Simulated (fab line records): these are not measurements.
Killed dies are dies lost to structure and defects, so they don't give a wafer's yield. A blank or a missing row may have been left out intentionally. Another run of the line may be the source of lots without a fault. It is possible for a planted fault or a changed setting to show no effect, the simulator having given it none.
Code-filled problem report in 8D (eight disciplines) form || flow sky130 || the parts of the form that need people (team, actions taken, sign-off) are left out

## 1. PROBLEM STATEMENT
cathodeDcPowerW at SKY_METAL2_SPUTTER_04 reads a mean of 7204.6 W on 1 wafer of 1 lot; wafers without a fault read 6500.0 W with a standard deviation of 1.1. That is +99 or more standard deviations from the usual mean.
The step: material TiN, target thk 70 nm, time 58.3 s.
The first sign was on wafer L774.3 at day 38 19:05, on pvdSputter-03. The record holds 15 wafers of 5 lots with a number at this step. Rule for "out" (also "out of limits"): further than 4 standard deviations from the usual mean. Any other wafer with a number is counted as sound.

## 2. WHAT IT IS, WHAT IT ISN'T
{"question": "which readings at this step", "is": "cathodeDcPowerW", "is not": "throttleValvePct"}
{"question": "which lots", "is": "L774", "is not": "L763, L765, L777, L781"}
{"question": "which wafers of those lots", "is": "L774.3", "is not": "L774.2, L774.4"}
{"question": "read on which tools", "is": "pvdSputter-03", "is not": "pvdSputter-02, pvdSputter-04"}
{"question": "when", "is": "from day 38 19:05", "is not": "up to then (8 sound wafers); but 6 sound wafers of L777, L781 came after"}

## 3. SUSPECTS, AND WHAT RULES EACH OUT
Counting: any tool at a process step up to the reading remains a suspect provided it ran every lot that is out. Sound lots after the first of them don't rule it out here, since some wafers of a struck lot are sound.
- cmp-01 at SKY_VIA1_CMP_24 (polishes, stops on SiO2, t overpolish 15 s, target thk 0 nm): kept. L774, the lot that is out, went through it at day 38 18:41; up to then, the latest sound lot through it was L765 at day 36 09:47.
- pvdSputter-03 at SKY_METAL2_SPUTTER_00 (material Ti, target thk 15 nm, time 10 s): kept. L774, the lot that is out, went through it at day 38 18:59; up to then, the latest sound lot through it was L765 at day 36 10:05.
- pvdSputter-03 at SKY_METAL2_SPUTTER_04 (material TiN, target thk 70 nm, time 58.3 s): kept. L774, the lot that is out, went through it at day 38 19:05; up to then, the latest sound lot through it was L765 at day 36 10:10. On those wafers its own readings are out: cathodeDcPowerW.
- In cmp-01 at SKY_VIA1_CMP_24, the wafers that are out were processed in chamber 3 and their sound lot-mates in chambers 0, 2.
cmp-01 at SKY_VIA1_CMP_24, pvdSputter-03 at SKY_METAL2_SPUTTER_00 and pvdSputter-03 at SKY_METAL2_SPUTTER_04 are what is left after counting.

## 4. THE CAUSE (what the simulator had put in)
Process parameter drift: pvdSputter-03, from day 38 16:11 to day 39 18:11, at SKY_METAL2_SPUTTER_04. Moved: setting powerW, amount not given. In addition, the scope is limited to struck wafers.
This tool is one of the 3 suspects left after counting.

## 5. SEQUENCE OF EFFECTS, ordered by route
One row per reading whose mean, taken over the struck wafers that have a number, lies over 3 standard deviations from the usual. Scope: only readings with a usual standard deviation given in the record; hours: median across lots of the time from each lot's start at the first step in this table that gives one to its start at this step; sigmas: change in usual standard deviations.
{"hours": 0, "step": "SKY_METAL2_SPUTTER_04", "reading": "cathodeDcPowerW", "usual": "6500.0 W", "on struck wafers": 7204.6, "change": "+704.6", "sigmas": "+99 or more"}
Here are the process steps it includes:
- SKY_METAL2_SPUTTER_04: material TiN, target thk 70 nm, time 58.3 s.
Later steps that measure or inspect, where all struck wafers having a row at the step show a number for every such reading and not one has moved that far: SKY_METAL2_RS_MEAS_05, SKY_METAL2_THK_MEAS_06, SKY_METAL2_CD_MEAS_15, SKY_METAL2_OVL_MEAS_16.

## 6. HOW IT WOULD HAVE BEEN CAUGHT EARLIER
First out-of-limits reading in this record: day 38 19:05, which is 3 hours after fault onset at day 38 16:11.
